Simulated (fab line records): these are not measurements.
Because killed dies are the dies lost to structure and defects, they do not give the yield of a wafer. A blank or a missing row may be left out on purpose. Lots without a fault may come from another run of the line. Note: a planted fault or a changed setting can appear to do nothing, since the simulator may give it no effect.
fab line records	flow sky130
[record] lots = 5	wafers = 15	lastDay = 50
route steps=708 shown VIA2@515 METAL3@532 CAPM@537 PAD_OPEN@708
lots untouched by any fault: they come from a run of this same line in which no faults occurred
startH: hours from the record's opening day to when the first of the lot's shown wafers began	waitH: hours from the lot's prior step to this one	" the same as in the row above	L1.1+2: several wafers, shown together as one row	- no value present, or no start provided	* or withheld: withheld	< > ~ a bound
route shown NAME@n: a module of which the file shows steps, and the number in the route of the first	usual: mean and standard deviation over wafers with no fault	same: alike in all rows	chamber/n: place in a boat	sites: readings site by site	_std_site: the values' standard deviation	_edge_site: outer sites' mean less inner sites'	radiusMm: for every site, how far away it sits from the centre of the wafer	mask NAME#n: copy n	behind: the tool/chamber that last shaped the wafer	hold: the reason the lot was held/the length of the hold in hours/how it ended	device: which transistor (n, p or np) failed to switch	end of line: tests run on the same wafers once the route is complete	step lacking rows: just its recipe	killed: at the first sort, the dies lost to defects and structure; wafer yield is something else	map: per-die view of a wafer (x killed, . not killed, _ where there is no die)
set.NAME: the setting that was run; set.NAME@STEP: the one run at that earlier step	model.NAME: the simulator's own value behind a step, which no gauge read
lots seen at some steps along the route; tables by step, rows by wafer
services: a tool's chamber out of use, with start hour (startH, from the record's first day; less than 0 if before it), hours out, and reason
[[steps]]
[step SKY_VIA2_SOFTBAKE_08]
[recipe] tempC = 100	timeS = 90	resist = KrF-thick
[step SKY_VIA2_EXPOSE_09]
[recipe] maskId = VIM2	na = 0.8	sourceShape = annular	sigmaInner = 0.55	sigmaOuter = 0.85	targetCdNm = 200	doseMj = 38
[step SKY_VIA2_PEB_10]
[recipe] pebTempC = withheld	pebTimeS = withheld	resist = KrF-thick
[step SKY_VIA2_DEVELOP_11]
[recipe] developTimeS = 60	resist = KrF-thick	devTempC = 21
[step SKY_VIA2_CD_MEAS_12]
[recipe] targetCdNm = 200
[usual] cdNm = 200.1/1.5
lot.wafer	tool	chamber	startH	waitH	cdNm
L666.2	cdSem-02	-	874.23	-	200.3
L666.5	"	-	"	"	201.1
L666.6	"	-	"	"	199.3
L667.1	cdSem-02	-	875.27	-	200.1
L667.5	"	-	"	"	198.5
L667.6	"	-	"	"	199.2
L671.1	cdSem-02	-	906.57	-	198.4
L671.2	"	-	"	"	199.7
L671.3	"	-	"	"	198.1
L682.1	cdSem-02	-	982.18	-	197.0
L682.3	"	-	"	"	197.6
L682.5	"	-	"	"	198.6
L686.1	cdSem-01	-	1023.93	-	200.9
L686.3	"	-	"	"	200.9
L686.6	"	-	"	"	200.9
[step SKY_VIA2_OVL_MEAS_13]
[usual] VIA2_OVL = -1/5.4
lot.wafer	tool	chamber	startH	waitH	VIA2_OVL[nm]
L666.2	overlay-02	-	874.34	0.1	2
L666.5	"	-	"	"	9
L666.6	"	-	"	"	5
L667.1	overlay-01	-	875.39	0.1	7
L667.5	"	-	"	"	10
L667.6	"	-	"	"	12
L671.1	overlay-01	-	906.69	0.1	1
L671.2	"	-	"	"	-5
L671.3	"	-	"	"	-8
L682.1	overlay-02	-	982.30	0.1	3
L682.3	"	-	"	"	7
L682.5	"	-	"	"	-1
L686.1	overlay-02	-	1024.05	0.1	4
L686.3	"	-	"	"	2
L686.6	"	-	"	"	1
[step SKY_VIA2_ETCH_14]
[recipe] chemistry = N2/H2	target = BARC	ionEnergyEv = 200	sourceW = 500	biasW = 100	pressureMtorr = 30	n2FlowSccm = 100	h2FlowSccm = 200	stopOn = SiO2	timeS = 45.9	targetDepthA = 600
[step SKY_VIA2_ETCH_15]
[recipe] target = SiO2	chemistry = C4F8/O2/Ar	targetDepthNm = 546	stopOn = TiN	maskMaterial = KrF-thick	sourceW = 1500	biasW = 1200	pressureMtorr = 40	c4f8FlowSccm = withheld	O2_flow_sccm = 6	Ar_flow_sccm = 300	timeS = 84
[usual] oesProductAu = 0.940/0.0044
lot.wafer	tool	chamber	startH	waitH	oesProductAu	rfHoursCounterH
L666.2	rieDiel-04	0	874.41	0.0	0.947	10
L666.5	"	2	"	"	0.943	-
L666.6	"	1	"	"	0.948	-
L667.1	rieDiel-04	0	875.47	0.0	0.945	10
L667.5	"	0	"	"	0.939	-
L667.6	"	3	"	"	0.937	-
L671.1	rieDiel-01	2	906.77	0.0	0.935	10
L671.2	"	3	"	"	0.933	8
L671.3	"	0	"	"	0.937	8
L682.1	rieDiel-04	2	982.37	0.0	0.939	21
L682.3	"	3	"	"	0.940	9
L682.5	"	0	"	"	0.934	-
L686.1	rieDiel-04	0	1024.12	0.0	0.939	15
L686.3	"	2	"	"	0.943	23
L686.6	"	1	"	"	0.935	-
[step SKY_VIA2_STRIP_16]
[recipe] chemistry = O2/N2	powerW = 1400	pressureMtorr = 1500	platenTempC = withheld	o2FlowSccm = 3000	n2FlowSccm = 300	overashFraction = 0.5
[usual] drypumpMotorCurrentA = 5.9/0.4	oesProductAu = 0.398/0.0046	stripTimeToEndpointS = 4.030/0.018
[same] overashFraction = 0.5
lot.wafer	tool	chamber	startH	waitH	drypumpMotorCurrentA	oesProductAu	rfHoursCounterH	stripTimeToEndpointS
L666.2	plasmaAsher-02	1	874.47	0.0	6.1	0.401	15	4.039
L666.5	"	1	"	"	6.1	0.393	-	4.028
L666.6	"	0	"	"	5.2	0.398	-	4.026
L667.1	plasmaAsher-02	1	875.53	0.0	6.1	0.397	15	4.022
L667.5	"	1	"	"	6.1	0.391	-	4.020
L667.6	"	0	"	"	5.2	0.400	-	4.020
L671.1	plasmaAsher-01	1	906.83	0.0	6.0	0.392	43	4.028
L671.2	"	0	"	"	6.5	0.408	43	4.014
L671.3	"	1	"	"	6.0	0.404	-	3.991
L682.1	plasmaAsher-02	0	982.44	0.0	5.2	0.401	27	4.030
L682.3	"	0	"	"	5.2	0.394	-	4.011
L682.5	"	1	"	"	6.1	0.398	-	4.060
L686.1	plasmaAsher-03	0	1024.19	0.0	5.7	0.396	114	4.025
L686.3	"	1	"	"	5.7	0.400	-	4.043
L686.6	"	0	"	"	5.7	0.386	-	4.034
[step SKY_VIA2_STRIP_17]
[recipe] chemistry = postEtchResidueRemover	timeS = 1200	tempC = 72.5
[step SKY_VIA2_CLEAN_18]
[recipe] chemistry = IPA	timeS = 180	tempC = 25
[step SKY_VIA2_CLEAN_19]
[recipe] chemistry = O3/DIW	dry = n2Spin
[step SKY_VIA2_SPUTTER_20]
[recipe] material = TiN	targetThkNm = 20	chamberPressurePa = 5	powerW = 4000	timeS = 80
[usual] throttleValvePct = 30.2/0.95
lot.wafer	tool	chamber	startH	waitH	throttleValvePct
L666.2	pvdSputter-04	-	875.10	0.0	30.9
L666.5	"	-	"	"	31.0
L666.6	"	-	"	"	30.6
L667.1	pvdSputter-04	-	876.17	0.0	30.5
L667.5	"	-	"	"	30.7
L667.6	"	-	"	"	30.5
L671.1	pvdSputter-04	-	907.42	0.0	30.8
L671.2	"	-	"	"	28.9
L671.3	"	-	"	"	30.5
L682.1	pvdSputter-01	-	983.04	0.0	29.0
L682.3	"	-	"	"	30.0
L682.5	"	-	"	"	28.9
L686.1	pvdSputter-04	-	1024.78	0.0	30.9
L686.3	"	-	"	"	29.1
L686.6	"	-	"	"	30.5
[step SKY_VIA2_CVD_21]
[recipe] material = W	targetThkNm = 420	timeS = 126.4	tempC = 397.6	pressureTorr = 40
[step SKY_VIA2_RS_MEAS_22]
[recipe] thkMeasGauge = four-point-probe	reads = W_of_VIA2_CVD_21+TiN_of_VIA2_SPUTTER_20
[usual] VIA2_W_RS = 0.2876/0.0026
lot.wafer	tool	chamber	startH	waitH	VIA2_W_RS[ohm/sq]
L666.2	filmMetro-01	-	875.31	0.1	0.2882
L666.5	"	-	"	"	0.2884
L666.6	"	-	"	"	0.2860
L667.1	filmMetro-03	-	876.37	0.1	0.2842
L667.5	"	-	"	"	0.2847
L667.6	"	-	"	"	0.2846
L671.1	filmMetro-01	-	907.61	0.1	0.2924
L671.2	"	-	"	"	0.2918
L671.3	"	-	"	"	0.2877
L682.1	filmMetro-01	-	983.23	0.1	0.2876
L682.3	"	-	"	"	0.2882
L682.5	"	-	"	"	0.2861
L686.1	filmMetro-02	-	1024.97	0.1	0.2859
L686.3	"	-	"	"	0.2889
L686.6	"	-	"	"	0.2864
[step SKY_VIA2_THK_MEAS_23]
[recipe] thkMeasGauge = xrf	reads = W_of_VIA2_CVD_21
[usual] VIA2_W_THK = 384/5.3
lot.wafer	tool	chamber	startH	waitH	VIA2_W_THK[nm]
L666.2	filmMetro-01	-	875.42	0.1	384
L666.5	"	-	"	"	383
L666.6	"	-	"	"	387
L667.1	filmMetro-03	-	876.49	0.1	391
L667.5	"	-	"	"	391
L667.6	"	-	"	"	390
L671.1	filmMetro-01	-	907.73	0.1	377
L671.2	"	-	"	"	374
L671.3	"	-	"	"	378
L682.1	filmMetro-01	-	983.35	0.1	383
L682.3	"	-	"	"	384
L682.5	"	-	"	"	388
L686.1	filmMetro-02	-	1025.09	0.1	387
L686.3	"	-	"	"	381
L686.6	"	-	"	"	387
[step SKY_VIA2_CMP_24]
[recipe] stopOn = SiO2	tOverpolishS = 20	downForcePsi = 3.5	platenRpm = 60	targetThkNm = 0	padVelocityMS = 0.94248
[usual] edgeZonePressureFrac = 1.001/0.0054	motorCurrentA = 10.8/0.91	overpolishRunS = 20.000/0.009	timeToEndpointS = 97/3.6
lot.wafer	tool	chamber	startH	waitH	edgeZonePressureFrac	motorCurrentA	overpolishRunS	timeToEndpointS
L666.2	cmp-02	3	875.62	0.2	1.005	9.3	19.989	96
L666.6	"	0	"	"	0.997	13.2	19.987	96
L666.5	"	1	"	"	0.991	11.1	19.995	98
L667.1	cmp-01	1	876.94	0.4	0.996	10.0	19.995	102
L667.6	"	1	"	"	0.991	11.0	19.991	97
L667.5	"	2	"	"	1.002	10.3	20.007	101
L671.2	cmp-01	1	907.79	0.0	0.997	10.7	19.999	94
L671.1	"	3	"	"	0.998	10.7	19.998	99
L671.3	"	0	"	"	1.000	10.5	19.999	96
L682.1	cmp-01	2	983.51	0.1	0.998	10.2	20.003	94
L682.3	"	3	"	"	0.994	10.3	20.018	93
L682.5	"	1	"	"	0.993	10.7	19.985	94
L686.3	cmp-02	1	1026.15	1.0	0.997	11.8	20.000	99
L686.1	"	2	"	"	1.005	11.4	19.996	96
L686.6	"	1	"	"	1.002	11.7	20.010	96
[step SKY_METAL3_SPUTTER_00]
[recipe] material = Ti	targetThkNm = 15	powerW = 3000	timeS = 10	chamberPressurePa = 0.4
[step SKY_METAL3_SPUTTER_01]
[recipe] material = TiN	targetThkNm = 20	powerW = 6500	timeS = 16.7	chamberPressurePa = 0.4
[step SKY_METAL3_SPUTTER_02]
[recipe] material = AlCu	targetThkNm = 735	powerW = 10600	timeS = 39.1	chamberPressurePa = 0.4
[step SKY_METAL3_SPUTTER_03]
[recipe] material = Ti	targetThkNm = 5	powerW = 3000	timeS = 3.3	chamberPressurePa = 0.4
[usual] throttleValvePct = 30.0/0.86
lot.wafer	tool	chamber	startH	waitH	throttleValvePct
L666.2	pvdSputter-02	-	875.86	0.0	29.3
L666.5	"	-	"	"	29.4
L666.6	"	-	"	"	30.9
L667.1	pvdSputter-01	-	877.32	0.0	29.0
L667.5	"	-	"	"	31.2
L667.6	"	-	"	"	29.2
L671.1	pvdSputter-01	-	908.18	0.0	28.6
L671.2	"	-	"	"	29.5
L671.3	"	-	"	"	30.5
L682.1	pvdSputter-01	-	983.80	0.0	29.7
L682.3	"	-	"	"	30.2
L682.5	"	-	"	"	28.9
L686.1	pvdSputter-04	-	1026.49	0.0	28.9
L686.3	"	-	"	"	30.8
L686.6	"	-	"	"	31.0
[step SKY_METAL3_SPUTTER_04]
[recipe] material = TiN	targetThkNm = 70	powerW = 6500	timeS = 58.3	chamberPressurePa = 0.4
[step SKY_CAPM_CVD_00]
[recipe] material = SiO2	targetThkNm = 15.5	tempC = 400	timeS = withheld	rfW = 450
[step SKY_CAPM_THK_MEAS_01]
[recipe] reads = SiO2_of_CAPM_CVD_00
[usual] CAPM_CVD_00_THK = 15.52/0.22
lot.wafer	tool	chamber	startH	waitH	CAPM_CVD_00_THK[nm]
L666.2	filmMetro-01	-	875.97	-	15.43
L666.5	"	-	"	"	15.51
L666.6	"	-	"	"	15.34
L667.1	filmMetro-02	-	877.41	-	15.56
L667.5	"	-	"	"	15.81
L667.6	"	-	"	"	16.13
L671.1	filmMetro-02	-	908.27	-	15.31
L671.2	"	-	"	"	15.23
L671.3	"	-	"	"	15.16
L682.1	filmMetro-02	-	983.89	-	15.27
L682.3	"	-	"	"	15.22
L682.5	"	-	"	"	15.53
L686.1	filmMetro-01	-	1026.58	-	15.38
L686.3	"	-	"	"	15.19
L686.6	"	-	"	"	15.74
[step SKY_CAPM_SPUTTER_02]
[recipe] material = TiN	targetThkNm = 200	tempC = 300	powerW = 6500	timeS = 166.7	chamberPressurePa = 0.4
[step SKY_CAPM_RS_MEAS_03]
[recipe] thkMeasGauge = four-point-probe	reads = TiN_of_CAPM_SPUTTER_02
[usual] CAPM_TIN_RS = 6.94/0.074
lot.wafer	tool	chamber	startH	waitH	CAPM_TIN_RS[ohm/sq]
L666.2	filmMetro-02	-	876.15	0.1	7.01
L666.5	"	-	"	"	7.04
L666.6	"	-	"	"	7.00
L667.1	filmMetro-01	-	877.58	0.1	6.94
L667.5	"	-	"	"	6.95
L667.6	"	-	"	"	6.99
L671.1	filmMetro-01	-	908.44	0.1	6.89
L671.2	"	-	"	"	6.92
L671.3	"	-	"	"	6.90
L682.1	filmMetro-01	-	984.06	0.1	6.83
L682.3	"	-	"	"	6.88
L682.5	"	-	"	"	6.95
L686.1	filmMetro-04	-	1026.75	0.1	6.86
L686.3	"	-	"	"	6.88
L686.6	"	-	"	"	6.91
[step SKY_CAPM_THK_MEAS_04]
[recipe] thkMeasGauge = xrf	reads = TiN_of_CAPM_SPUTTER_02
[usual] CAPM_TIN_THK = 196.3/2.7
lot.wafer	tool	chamber	startH	waitH	CAPM_TIN_THK[nm]
L666.2	filmMetro-02	-	876.26	0.1	192.7
L666.5	"	-	"	"	191.9
L666.6	"	-	"	"	193.5
L667.1	filmMetro-01	-	877.70	0.1	195.9
L667.5	"	-	"	"	196.9
L667.6	"	-	"	"	195.1
L671.1	filmMetro-01	-	908.56	0.1	198.8
L671.2	"	-	"	"	197.7
L671.3	"	-	"	"	196.9
L682.1	filmMetro-01	-	984.18	0.1	199.7
L682.3	"	-	"	"	198.0
L682.5	"	-	"	"	197.6
L686.1	filmMetro-04	-	1026.87	0.1	201.1
L686.3	"	-	"	"	201.8
L686.6	"	-	"	"	199.6
[step SKY_CAPM_DEHYDRATE_05]
[recipe] tempC = 200	timeS = 60
[step SKY_CAPM_HMDS_06]
[recipe] primeTimeS = 60	primeTempC = 120
[step SKY_CAPM_COAT_07]
[recipe] resist = NOVOLAK	spinRpm = 3000	resistThkNm = 1140
[step SKY_CAPM_SOFTBAKE_08]
[recipe] tempC = 90	timeS = 60	resist = NOVOLAK
[step SKY_CAPM_EXPOSE_09]
[recipe] maskId = CAPM	na = 0.6	sourceShape = conventional	sigmaOuter = 0.6	polarization = unpolarized	targetCdNm = 1000	doseMj = 159
[step SKY_CAPM_PEB_10]
[recipe] tempC = withheld	timeS = *	resist = NOVOLAK
[step SKY_CAPM_DEVELOP_11]
[recipe] resist = NOVOLAK	developer = TMAH	developTimeS = 60	devTempC = 23
[step SKY_CAPM_OVL_MEAS_12]
[usual] CAPM_OVL = -0.4/1.3
lot.wafer	tool	chamber	startH	waitH	CAPM_OVL[nm]
L666.2	overlay-02	-	901.28	0.1	-0.6
L666.5	"	-	"	"	1.3
L666.6	"	-	"	"	1.1
L667.1	overlay-01	-	902.91	0.1	-0.6
L667.5	"	-	"	"	-0.2
L667.6	"	-	"	"	-1.0
L671.1	overlay-01	-	932.97	0.1	-0.1
L671.2	"	-	"	"	0.6
L671.3	"	-	"	"	1.4
L682.1	overlay-02	-	1007.26	0.1	0.3
L682.3	"	-	"	"	-0.8
L682.5	"	-	"	"	1.3
L686.1	overlay-01	-	1048.73	0.1	-2.4
L686.3	"	-	"	"	-2.8
L686.6	"	-	"	"	-1.8
[step SKY_CAPM_METAL_ETCH_13]
[recipe] targetDepthNm = 220	stopOn = SiO2	chemistry = Cl2/BCl3	target = TiN	pressureMtorr = 10	icpW = 900	biasW = 47.32	Cl2_flow_sccm = 60	bcl3FlowSccm = 30	timeS = 62.9
[usual] bcl3FlowSccm = 29.99/0.089	drypumpMotorCurrentA = 5.8/0.59	oesProductAu = 0.938/0.0072	throttleValvePct = 21.903/0.0094
lot.wafer	tool	chamber	startH	waitH	bcl3FlowSccm	drypumpMotorCurrentA	oesProductAu	rfHoursCounterH	throttleValvePct
L666.2	rieMetal-02	0	901.31	0.0	30.03	5.2	0.932	12	21.918
L666.5	"	1	"	"	29.85	5.0	0.929	-	21.907
L666.6	"	0	"	"	29.97	5.2	0.933	-	21.906
L667.1	rieMetal-04	1	902.95	0.0	30.06	5.4	0.937	10	21.887
L667.5	"	1	"	"	29.99	5.5	0.932	-	21.908
L667.6	"	0	"	"	29.87	5.9	0.934	-	21.898
L671.1	rieMetal-01	0	933.01	0.0	30.05	6.4	0.946	17	21.911
L671.2	"	1	"	"	30.11	6.4	0.944	11	21.885
L671.3	"	0	"	"	30.09	6.4	0.943	-	21.899
L682.1	rieMetal-01	1	1007.30	0.0	29.99	6.5	0.952	15	21.896
L682.3	"	1	"	"	30.00	6.4	0.944	-	21.897
L682.5	"	0	"	"	29.98	6.4	0.946	-	21.892
L686.1	rieMetal-02	0	1048.76	0.0	30.07	5.2	0.941	19	21.915
L686.3	"	0	"	"	30.06	5.2	0.947	-	21.907
L686.6	"	0	"	"	30.10	5.2	0.937	-	21.880
[step SKY_CAPM_STRIP_14]
[recipe] chemistry = O2/N2	powerW = 1400	pressureMtorr = 1500	platenTempC = withheld	o2FlowSccm = 3000	n2FlowSccm = 300	overashFraction = 0.5
[step SKY_CAPM_STRIP_15]
[recipe] chemistry = postEtchResidueRemover	timeS = 1200	tempC = 72.5
[step SKY_CAPM_CLEAN_16]
[recipe] chemistry = IPA	timeS = 180	tempC = 25
[step SKY_CAPM_CLEAN_17]
[recipe] chemistry = O3/DIW	dry = n2Spin
[step SKY_METAL3_DEHYDRATE_05]
[recipe] tempC = 200	timeS = 60
[step SKY_METAL3_HMDS_06]
[recipe] primeTimeS = 60	primeTempC = 120
[step SKY_PAD_OPEN_PROBE_99]
[usual] defectLimitedYield = 82.6/2.1	killed_at_M0_to_M3 = 44/7.5	killed_at_M4_up = 3.1/1.7	killedAtContacts = 24/6.2	killedAtFrontEnd = 15/4.2	killedAtOther = 0.4/0.58	killedDies = 85/10	killedOpen = 47/7.7	killedShort = 38/6.4	sort_bin_3_pad_short = 0.8/0.41	sort_bin_5_function = 10.3/1.7	sort_bin_6_memory = 6.2/1.1	sortNPass = 407/10	sortYieldPct = 82.6/2.1
[same] grossDies = 492	killedAtBackSide = 0	sort_bin_4_leakage[%] = 0	sort_bin_8_speed[%] = 0
lot.wafer	tool	chamber	startH	waitH	defectLimitedYield[%]	killed_at_M0_to_M3	killed_at_M4_up	killedAtContacts	killedAtFrontEnd	killedAtOther	killedDies	killedOpen	killedShort	sort_bin_3_pad_short[%]	sort_bin_5_function[%]	sort_bin_6_memory[%]	sortNPass	sortYieldPct[%]	model.etest.tester.sortNPass	model.etest.tester.sortYieldPct	model.etest.tester.sort_bin_5_pct	model.etest.tester.sort_bin_3_pct
L666.2	prober-02	-	1094.41	0.1	85.0	36	5	20	13	0	74	38	36	1.0	7.9	6.1	418	85.0	418	84.96	7.927	1.016
L666.5	prober-02	-	1094.56	0.2	86.0	39	2	19	9	0	69	35	34	1.2	7.5	5.3	423	86.0	423	85.98	7.52	1.22
L666.6	prober-02	-	1094.61	0.2	84.1	33	5	23	16	1	78	39	39	0.8	10.8	4.3	414	84.1	414	84.15	10.77	0.813
L667.1	prober-01	-	1095.54	0.1	81.1	61	2	16	13	1	93	38	55	1.0	11.4	6.5	399	81.1	399	81.1	11.38	1.016
L667.5	prober-01	-	1095.74	0.2	81.7	54	4	16	16	0	90	56	34	0.4	11.4	6.5	402	81.7	402	81.71	11.38	0.4065
L667.6	prober-01	-	1095.79	0.2	77.8	50	8	30	21	0	109	64	45	1.0	12.8	8.3	383	77.8	383	77.85	12.8	1.016
L671.1	prober-02	-	1123.13	0.1	79.7	45	5	34	16	0	100	47	52	1.0	12.2	7.1	392	79.7	392	79.67	12.2	1.016
L671.2	prober-02	-	1123.18	0.1	84.1	46	1	19	11	1	78	35	43	0.4	10.0	5.5	414	84.1	414	84.15	9.959	0.4065
L671.3	prober-02	-	1123.23	0.2	75.0	77	2	22	21	1	123	35	39	4.5	14.0	6.5	369	75.0	369	75	14.02	4.472
L682.1	prober-02	-	1178.08	0.1	85.6	39	1	18	13	0	71	38	33	0.2	10.0	4.3	421	85.6	421	85.57	9.959	0.2033
L682.3	prober-02	-	1178.18	0.2	83.9	43	3	13	20	0	79	41	38	0.4	10.0	5.7	413	83.9	413	83.94	9.959	0.4065
L682.5	prober-02	-	1178.28	0.2	83.7	41	2	25	12	0	80	49	31	0.4	11.0	4.9	412	83.7	412	83.74	10.98	0.4065
L686.1	prober-01	-	1207.99	0.1	78.9	64	1	24	15	0	104	55	49	1.0	13.8	6.3	388	78.9	388	78.86	13.82	1.016
L686.3	prober-01	-	1208.09	0.2	80.7	45	3	34	12	1	95	60	35	0.8	10.6	7.9	397	80.7	397	80.69	10.57	0.813
L686.6	prober-01	-	1208.24	0.2	82.7	39	3	26	17	0	85	46	39	0.8	10.0	6.5	407	82.7	407	82.72	9.959	0.813
// killed by level:class
L666.2 LI_CONTACT:geometricParticle:open=7 VIA2:geometricParticle:open=7 CONTACT:geometricParticle:open=7 VIA1:geometricParticle:open=7 FIELD_ISO:geometricParticle:short=5 METAL1:geometricParticle:short=5 VIA2:geometricParticle:short=5 VIA3:geometricParticle:short=5
L666.5 CONTACT:geometricParticle:open=9 METAL1:geometricParticle:short=6 METAL2:geometricParticle:short=6 LI_CONTACT:geometricParticle:open=5 VIA1:geometricParticle:short=5 VIA2:geometricParticle:open=5 VIA3:geometricParticle:short=4 VIA1:geometricParticle:open=4
L666.6 CONTACT:geometricParticle:open=8 CONTACT:geometricParticle:short=7 VIA1:geometricParticle:open=6 VIA3:geometricParticle:open=6 FIELD_ISO:geometricParticle:open=5 METAL1:geometricParticle:short=4 METAL2:geometricParticle:short=4 METAL4:geometricParticle:short=4
L667.1 VIA1:geometricParticle:open=14 METAL1:geometricParticle:short=10 METAL2:geometricParticle:short=8 VIA1:geometricParticle:short=8 VIA3:geometricParticle:short=7 POLY_GATE:geometricParticle:short=6 LI_CONTACT:geometricParticle:short=5 VIA2:geometricParticle:open=5
L667.5 VIA1:geometricParticle:open=17 VIA1:geometricParticle:short=9 CONTACT:geometricParticle:open=8 VIA2:geometricParticle:open=8 POLY_GATE:geometricParticle:short=5 POLY_GATE:geometricParticle:open=5 METAL1:geometricParticle:short=4 METAL2:geometricParticle:short=4
L667.6 VIA1:geometricParticle:open=16 CONTACT:geometricParticle:open=9 LI_CONTACT:geometricParticle:open=8 VIA3:geometricParticle:open=8 CONTACT:geometricParticle:short=7 METAL2:geometricParticle:short=6 POLY_GATE:geometricParticle:short=6 VIA2:geometricParticle:open=6
L671.1 METAL1:geometricParticle:short=10 LI_CONTACT:geometricParticle:open=9 CONTACT:geometricParticle:open=9 VIA1:geometricParticle:open=9 VIA3:geometricParticle:open=8 LI_CONTACT:geometricParticle:short=6 POLY_GATE:geometricParticle:short=5 CONTACT:geometricParticle:short=5
L671.2 METAL1:geometricParticle:short=13 CONTACT:geometricParticle:open=7 VIA1:geometricParticle:open=7 LOCAL_INTERCONNECT:geometricParticle:short=5 METAL2:geometricParticle:short=5 VIA2:geometricParticle:open=5 VIA3:geometricParticle:open=4 METAL3:geometricParticle:short=4
L671.3 VIA2:unspecified=49 CONTACT:geometricParticle:open=7 POLY_GATE:geometricParticle:short=6 VIA1:geometricParticle:open=6 LI_CONTACT:geometricParticle:open=6 FIELD_ISO:geometricParticle:short=5 FIELD_ISO:geometricParticle:open=5 VIA1:geometricParticle:short=5
L682.1 VIA1:geometricParticle:open=11 VIA2:geometricParticle:open=7 CONTACT:geometricParticle:open=5 METAL2:geometricParticle:short=5 CONTACT:geometricParticle:short=4 METAL1:geometricParticle:short=4 VIA1:geometricParticle:short=4 FIELD_ISO:geometricParticle:open=3
L682.3 VIA2:geometricParticle:open=11 VIA1:geometricParticle:open=10 FIELD_ISO:geometricParticle:open=6 FIELD_ISO:geometricParticle:short=5 METAL2:geometricParticle:short=5 METAL1:geometricParticle:short=4 CONTACT:geometricParticle:open=4 VIA1:geometricParticle:short=4
L682.5 VIA1:geometricParticle:open=16 CONTACT:geometricParticle:open=12 METAL2:geometricParticle:short=6 LI_CONTACT:geometricParticle:open=5 VIA2:geometricParticle:open=5 METAL1:geometricParticle:short=4 CONTACT:geometricParticle:short=4 FIELD_ISO:geometricParticle:open=3
L686.1 VIA1:geometricParticle:open=11 VIA3:geometricParticle:open=10 VIA2:geometricParticle:open=9 METAL2:geometricParticle:short=9 LI_CONTACT:geometricParticle:open=8 CONTACT:geometricParticle:open=6 METAL1:geometricParticle:short=6 POLY_GATE:geometricParticle:short=5
L686.3 CONTACT:geometricParticle:open=20 VIA1:geometricParticle:open=10 VIA2:geometricParticle:open=10 LI_CONTACT:geometricParticle:open=6 METAL1:geometricParticle:short=5 VIA3:geometricParticle:open=5 POLY_GATE:geometricParticle:short=4 CONTACT:geometricParticle:short=4
L686.6 CONTACT:geometricParticle:open=13 VIA1:geometricParticle:open=9 VIA3:geometricParticle:open=8 POLY_GATE:geometricParticle:short=6 POLY_GATE:geometricParticle:open=5 VIA2:geometricParticle:open=5 CONTACT:geometricParticle:short=5 FIELD_ISO:geometricParticle:short=4
// map L671.3 (x killed, . not)
__________.........._________
________.........x...._______
______x.....x.....x....._____
_____...x.x..x.....xx....____
____x..xx.................___
___.x..x..........x...x....__
__x.xx.xx......x...xxx......_
_..xxxxx...x......x..........
_xxxxxxxx.x.....x..x.....x...
_.xxxxxxxx.......x.......x...
_x.xxxxxx......x...xx..x..x..
_xxxxxxxxxx...x......x.....x.
_..xxxxxx....x.....xx.x......
_...xxxx..x........xx....x...
_....x..x..x.x...x......x.x..
__x......x..x........x......_
___..x....................x__
____x.x.........x.......x.___
_____............x....x..____
______.x........x......._____
________x.....x......._______
__________xx..x....._________
// map L666.6 (x killed, . not)
__________....x..x.._________
________.x....x.x....._______
______..x.x.....xx..x.x._____
_____x...x...x....x...x..____
____.......x....x......x..___
___............x...x.....x.__
__..x....................x.x_
_...x.....x.x.......x........
_....xx.............x...xx...
_...............x.......x..x.
_.....x....x.x.....x..x...x..
_..xxx..............xx...xx..
_.xx.x................x......
_.....x........x...x..x....x.
_......x...x.................
__...........x....x.x..xx.x._
___....x.................x.__
____......................___
_____...x................____
______...x.x..x....x...._____
________..x.x........x_______
__________x........._________
[[services]]
tool	chamber	startH	hours	kind
cmp-02	-	852.67	2.3	repair
cmp-02	-	861.98	1.3	repair
rieMetal-04	-	865.22	14.6	pm
cmp-01	-	873.83	3.1	repair
rieMetal-02	0	892.33	1.4	repair
rieMetal-01	-	902.07	1.4	pm
cmp-02	-	912.14	4.0	pm
pvdSputter-04	0	917.78	-	consumableReplace:kit
pvdSputter-04	0	917.78	18.0	scheduledDown
pvdSputter-04	-	937.41	8.7	repair
pvdSputter-04	-	964.66	21.3	repair
pvdSputter-02	-	965.46	5.1	repair
rieMetal-04	-	966.03	0.4	repair
cmp-02	-	973.11	12.0	pm
rieDiel-04	3	982.54	6.4	repair
cmp-01	-	984.86	1.3	repair
rieDiel-04	0	998.54	7.8	repair
pvdSputter-01	-	999.93	6.8	repair
rieDiel-01	1	1011.78	5.8	repair
cmp-01	-	1021.88	10.0	pm
cmp-01	-	1031.91	7.1	pm
cmp-01	-	1039.96	1.6	repair
rieDiel-04	2	1040.70	7.4	repair
plasmaAsher-01	-	1042.24	1.0	repair
[[key]]
[firstSign] step = SKY_PAD_OPEN_PROBE_99	reading = sort_bin_3_pad_short	direction = up	sigmas = 8.8	usual = 0.8	struck = 4.5
[effect] step = SKY_PAD_OPEN_PROBE_99	reading = killed_at_M0_to_M3	direction = up	sigmas = 4.5	usual = 44	struck = 77
[modelEffect] step = SKY_PAD_OPEN_PROBE_99	value = etest.tester.sortNPass	without = 414	struck = 369
metAt SKY_VIA2_SPUTTER_20
struckWafers L671.3
onsetBetween 876.17 907.42
[fault] kind = chamberParticleSource	tool = pvdSputter-04	chamber = -	onsetH = 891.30	steps = SKY_VIA2_SPUTTER_20	ratePerVisitCm2 = 0.85864	endH = 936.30	scope = struckWafersOnly
